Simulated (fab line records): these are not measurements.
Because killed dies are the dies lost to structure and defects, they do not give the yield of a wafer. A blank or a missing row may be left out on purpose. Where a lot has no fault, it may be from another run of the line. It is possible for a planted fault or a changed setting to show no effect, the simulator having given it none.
fab line records | flow gf180mcu | part 2 of 2: steps 32 to 40 of 40
[record] lots = 5 | wafers = 15 | lastDay = 34
route steps=602 shown HV_LDD@225 NSD@235 PSD@248 SAB@264
lots untouched by any fault: they come from a run of this same line in which no faults occurred
startH: hours from the record's first day to the start of the lot's first wafer shown | waitH: hours since the lot's step before | " identical to the entry in the row above | L1.1+2: several wafers, shown together as one row | - no value present, or no start provided | * or withheld: withheld | < > ~ a bound
route shown NAME@n: names a module that has steps shown in the file, with the first one's number in the route | usual: mean/standard deviation of fault-free wafers | same: alike in all rows | chamber/n: place in a boat | sites: the reading at each site | _std_site: their standard deviation | _edge_site: the outer-site mean with the inner-site mean subtracted | radiusMm: how far each site lies from the wafer's centre | mask NAME#n: copy n | behind: the tool/chamber that last shaped the wafer | hold: the reason the lot was held/the length of the hold in hours/how it ended | device: the n, p or np transistor that did not switch | end of line: the same wafers' tests at the end of the route | a step given without rows: its recipe and nothing more | killed: dies that structure and defects cost at the first sort, which is not the same as the wafer's yield | map: a wafer's dies, marking killed ones x, the rest . and places with no die _
set.NAME: the setting as run; set.NAME@STEP: as run at that earlier step | model.NAME: the simulator's own value behind a step, which no gauge read
lots at selected steps of the route; one table per step, one row per wafer
services: the hour from which a tool's chamber was out of use, counted from the record's first day as startH (under 0 if before that day), plus the number of hours and why
[[steps]]
[step GF_PSD_OVL_MEAS_08]
[usual] PSD_OVL = 0.4/1.4
lot.wafer | tool       | chamber | startH | waitH | PSD_OVL[nm]
L076.2    | overlay-02 | -       | 332.60 | 0.1   | 2.2
L076.5    | "          | -       | "      | "     | 1.2
L076.6    | "          | -       | "      | "     | 2.3
L081.1    | overlay-02 | -       | 380.38 | 0.1   | -0.7
L081.3    | "          | -       | "      | "     | 0.4
L081.5    | "          | -       | "      | "     | 1.2
L090.1    | overlay-01 | -       | 449.28 | 0.1   | 0.0
L090.3    | "          | -       | "      | "     | -0.5
L090.4    | "          | -       | "      | "     | 2.3
L093.2    | overlay-02 | -       | 481.14 | 0.1   | 2.2
L093.5    | "          | -       | "      | "     | 0.3
L093.6    | "          | -       | "      | "     | 1.1
L096.1    | overlay-02 | -       | 502.90 | 0.1   | -0.6
L096.3    | "          | -       | "      | "     | 2.0
L096.4    | "          | -       | "      | "     | 2.2
[step GF_PSD_IMPLANT_09]
[recipe] species = BF2 | energyKev = 40 | doseCm2 = 1.5e+15 | tiltDeg = 7
[usual] beamEnergyKeV = 40.003/0.012 | beamOnS = 10.00/0.2
lot.wafer | tool         | chamber | startH | waitH | beamEnergyKeV | beamOnS
L076.2    | implanter-01 | 0       | 332.65 | 0.0   | 39.995        | 9.73
L076.5    | "            | 0       | "      | "     | 39.995        | 9.89
L076.6    | "            | 0       | "      | "     | 39.988        | 10.01
L081.1    | implanter-01 | 0       | 380.41 | 0.0   | 39.990        | 9.81
L081.3    | "            | 0       | "      | "     | 40.006        | 9.77
L081.5    | "            | 0       | "      | "     | 39.996        | 10.08
L090.1    | implanter-04 | 0       | 449.32 | 0.0   | 40.012        | 10.02
L090.3    | "            | 0       | "      | "     | 40.032        | 10.11
L090.4    | "            | 0       | "      | "     | 40.004        | 9.92
L093.2    | implanter-02 | 0       | 481.20 | 0.0   | 40.009        | 10.04
L093.5    | "            | 0       | "      | "     | 40.015        | 10.07
L093.6    | "            | 0       | "      | "     | 39.995        | 10.03
L096.1    | implanter-01 | 0       | 502.93 | 0.0   | 40.013        | 10.03
L096.3    | "            | 0       | "      | "     | 40.014        | 9.63
L096.4    | "            | 0       | "      | "     | 40.012        | 9.94
[step GF_PSD_STRIP_10]
[recipe] chemistry = O2/N2 | powerW = 1400 | pressureMtorr = 1500 | platenTempC = 250 | o2FlowSccm = 3000 | n2FlowSccm = 300 | overashFraction = 0.5
[usual] drypumpMotorCurrentA = 6.02/0.16 | heaterPowerW = 324/29 | oesProductAu = 0.592/0.0044 | stripTimeToEndpointS = 16.52/0.034
lot.wafer | tool           | chamber | startH | waitH | drypumpMotorCurrentA | heaterPowerW | oesProductAu | rfHoursCounterH | stripTimeToEndpointS
L076.2    | plasmaAsher-03 | 1       | 332.78 | 0.1   | 5.70                 | 321          | 0.592        | 24              | 16.52
L076.5    | "              | 1       | "      | "     | 5.71                 | 325          | 0.595        | -               | 16.49
L076.6    | "              | 0       | "      | "     | 5.96                 | 292          | 0.589        | -               | 16.52
L081.1    | plasmaAsher-02 | 0       | 380.56 | 0.1   | 6.11                 | 329          | 0.595        | 56              | 16.55
L081.3    | "              | 1       | "      | "     | 6.01                 | 371          | 0.600        | -               | 16.53
L081.5    | "              | 1       | "      | "     | 5.98                 | 375          | 0.597        | -               | 16.55
L090.1    | plasmaAsher-03 | 1       | 449.47 | 0.1   | 5.68                 | 312          | 0.591        | 35              | 16.51
L090.3    | "              | 1       | "      | "     | 5.68                 | 313          | 0.591        | -               | 16.47
L090.4    | "              | 0       | "      | "     | 6.02                 | 283          | 0.599        | -               | 16.48
L093.2    | plasmaAsher-02 | 1       | 481.32 | 0.1   | 5.99                 | 375          | 0.602        | 67              | 16.59
L093.5    | "              | 1       | "      | "     | 5.99                 | 384          | 0.596        | -               | 16.56
L093.6    | "              | 0       | "      | "     | 6.14                 | 332          | 0.588        | -               | 16.57
L096.1    | plasmaAsher-02 | 1       | 503.08 | 0.1   | 5.99                 | 368          | 0.583        | 69              | 16.59
L096.3    | "              | 1       | "      | "     | 5.99                 | 374          | 0.585        | -               | 16.57
L096.4    | "              | 0       | "      | "     | 6.11                 | 326          | 0.589        | -               | 16.57
[step GF_PSD_TW_MEAS_11]
[usual] PSD_TW = 3180/39
lot.wafer | tool         | chamber | startH | waitH | PSD_TW
L076.2    | filmMetro-04 | -       | 332.89 | 0.1   | 3155
L076.5    | "            | -       | "      | "     | 3159
L076.6    | "            | -       | "      | "     | 3154
L081.1    | filmMetro-04 | -       | 380.66 | 0.1   | 3160
L081.3    | "            | -       | "      | "     | 3150
L081.5    | "            | -       | "      | "     | 3140
L090.1    | filmMetro-01 | -       | 449.57 | 0.1   | 3165
L090.3    | "            | -       | "      | "     | 3136
L090.4    | "            | -       | "      | "     | 3144
L093.2    | filmMetro-02 | -       | 481.43 | 0.1   | 3231
L093.5    | "            | -       | "      | "     | 3238
L093.6    | "            | -       | "      | "     | 3232
L096.1    | filmMetro-01 | -       | 503.18 | 0.1   | 3144
L096.3    | "            | -       | "      | "     | 3148
L096.4    | "            | -       | "      | "     | 3126
[step GF_PSD_CLEAN_12]
[recipe] chemistry = SC1/SC2 | mix = 1:4:20 | tempC = 70 | timeS = 150 | dry = n2Spin
lot.wafer  | tool        | chamber | startH | waitH
L076.2+5+6 | wetBench-02 | 3       | 332.94 | 0.0
L081.1+3+5 | wetBench-01 | 2       | 380.72 | 0.1
L090.1+3+4 | wetBench-01 | 2       | 449.63 | 0.1
L093.2+5+6 | wetBench-04 | 2       | 481.48 | 0.0
L096.1+3+4 | wetBench-04 | 1       | 503.24 | 0.1
[step GF_PSD_RTA_13]
[recipe] tempC = 1025 | timeS = 20 | ambient = N2
[usual] lampPowerPct = 31.3/1 | wafer_temp_C_max = 1029.6/1.3
lot.wafer | tool         | chamber | startH | waitH | lampPowerPct | wafer_temp_C_max
L076.2    | rtpAnneal-02 | 0       | 333.00 | 0.0   | 30.3         | 1028.1
L076.5    | "            | 0       | "      | "     | 30.4         | 1027.8
L076.6    | "            | 0       | "      | "     | 30.3         | 1027.7
L081.1    | rtpAnneal-02 | 0       | 380.77 | 0.0   | 30.3         | 1029.5
L081.3    | "            | 0       | "      | "     | 30.3         | 1028.2
L081.5    | "            | 0       | "      | "     | 30.3         | 1029.7
L090.1    | rtpAnneal-01 | 0       | 449.68 | 0.0   | 32.3         | 1029.4
L090.3    | "            | 0       | "      | "     | 32.3         | 1029.8
L090.4    | "            | 0       | "      | "     | 32.4         | 1030.9
L093.2    | rtpAnneal-02 | 0       | 481.55 | 0.0   | 30.3         | 1029.0
L093.5    | "            | 0       | "      | "     | 30.3         | 1028.9
L093.6    | "            | 0       | "      | "     | 30.3         | 1027.9
L096.1    | rtpAnneal-02 | 0       | 503.34 | 0.0   | 30.3         | 1029.3
L096.3    | "            | 0       | "      | "     | 30.3         | 1029.1
L096.4    | "            | 0       | "      | "     | 30.3         | 1029.1
[step GF_PSD_RS_MEAS_14]
[recipe] thkMeasGauge = four-point-probe
[usual] NSD_RS = 46.13/0.086
lot.wafer | tool         | chamber | startH | waitH | NSD_RS[ohm/sq]
L076.2    | filmMetro-01 | -       | 333.09 | 0.1   | 45.99
L076.5    | "            | -       | "      | "     | 46.00
L076.6    | "            | -       | "      | "     | 46.12
L081.1    | filmMetro-02 | -       | 380.86 | 0.1   | 46.12
L081.3    | "            | -       | "      | "     | 46.13
L081.5    | "            | -       | "      | "     | 46.13
L090.1    | filmMetro-01 | -       | 449.76 | 0.1   | 46.08
L090.3    | "            | -       | "      | "     | 46.03
L090.4    | "            | -       | "      | "     | 46.17
L093.2    | filmMetro-01 | -       | 481.64 | 0.1   | 46.00
L093.5    | "            | -       | "      | "     | 46.01
L093.6    | "            | -       | "      | "     | 46.12
L096.1    | filmMetro-01 | -       | 503.43 | 0.1   | 46.12
L096.3    | "            | -       | "      | "     | 46.10
L096.4    | "            | -       | "      | "     | 46.07
[step GF_PSD_RS_MEAS_15]
[recipe] thkMeasGauge = four-point-probe
[usual] PSD_RS = 108.57/0.27
lot.wafer | tool         | chamber | startH | waitH | PSD_RS[ohm/sq]
L076.2    | filmMetro-01 | -       | 333.21 | 0.1   | 108.26
L076.5    | "            | -       | "      | "     | 108.65
L076.6    | "            | -       | "      | "     | 108.50
L081.1    | filmMetro-02 | -       | 380.98 | 0.1   | 108.67
L081.3    | "            | -       | "      | "     | 108.63
L081.5    | "            | -       | "      | "     | 108.30
L090.1    | filmMetro-01 | -       | 449.88 | 0.1   | 108.56
L090.3    | "            | -       | "      | "     | 108.29
L090.4    | "            | -       | "      | "     | 108.48
L093.2    | filmMetro-01 | -       | 481.76 | 0.1   | 108.37
L093.5    | "            | -       | "      | "     | 108.38
L093.6    | "            | -       | "      | "     | 108.53
L096.1    | filmMetro-01 | -       | 503.55 | 0.1   | 108.43
L096.3    | "            | -       | "      | "     | 108.55
L096.4    | "            | -       | "      | "     | 108.48
[step GF_SAB_CVD_00]
[recipe] material = SiO2 | targetThkNm = 50 | precursor = TEOS | tempC = 400 | timeS = 4.9302 | rfW = 600
[usual] heaterPowerW = 677/80
lot.wafer | tool     | chamber | startH | waitH | heaterPowerW
L076.2    | pecvd-01 | 2       | 333.31 | 0.1   | 687
L076.5    | "        | 1       | "      | "     | 696
L076.6    | "        | 0       | "      | "     | 675
L081.1    | pecvd-04 | 1       | 381.10 | 0.1   | 757
L081.3    | "        | 2       | "      | "     | 816
L081.5    | "        | 0       | "      | "     | 541
L090.1    | pecvd-04 | 1       | 450.00 | 0.1   | 745
L090.3    | "        | 2       | "      | "     | 767
L090.4    | "        | 1       | "      | "     | 743
L093.2    | pecvd-02 | 0       | 481.86 | 0.1   | 718
L093.5    | "        | 0       | "      | "     | 717
L093.6    | "        | 1       | "      | "     | 580
L096.1    | pecvd-01 | 1       | 503.67 | 0.1   | 827
L096.3    | "        | 2       | "      | "     | 632
L096.4    | "        | 2       | "      | "     | 628
[[services]]
tool            | chamber | startH | hours | kind
wetBench-02     | -       | 285.46 | 1.9   | pm
plasmaAsher-02  | -       | 291.32 | 2.8   | pm
implanter-02    | -       | 295.16 | 1.1   | repair
rtpAnneal-02    | -       | 302.24 | 3.0   | pm
implanter-02    | -       | 304.28 | 5.7   | pm
plasmaAsher-01  | -       | 308.15 | 1.0   | repair
plasmaAsher-02  | -       | 308.26 | 4.3   | repair
implanter-02    | -       | 312.41 | 0.6   | repair
plasmaAsher-02  | -       | 331.13 | 5.5   | repair
ilineStepper-01 | -       | 333.15 | 4.4   | pm
plasmaAsher-03  | -       | 337.96 | 14.6  | pm
rieDiel-02      | 0       | 356.24 | 13.0  | repair
ilineStepper-01 | -       | 365.05 | 1.7   | pm
rieDiel-02      | 0       | 383.96 | 3.2   | repair
implanter-01    | -       | 384.72 | 4.7   | pm
ilineStepper-02 | -       | 384.84 | 1.7   | pm
rieDiel-02      | 2       | 388.04 | 8.5   | repair
implanter-01    | -       | 400.87 | 3.0   | pm
ilineStepper-02 | -       | 405.70 | 4.4   | pm
plasmaAsher-03  | -       | 427.28 | 0.4   | repair
plasmaAsher-03  | -       | 449.83 | 15.7  | pm
implanter-01    | -       | 476.87 | 17.8  | repair
lpcvd-01        | -       | 480.97 | 0.5   | repair
plasmaAsher-01  | -       | 485.54 | 8.7   | repair
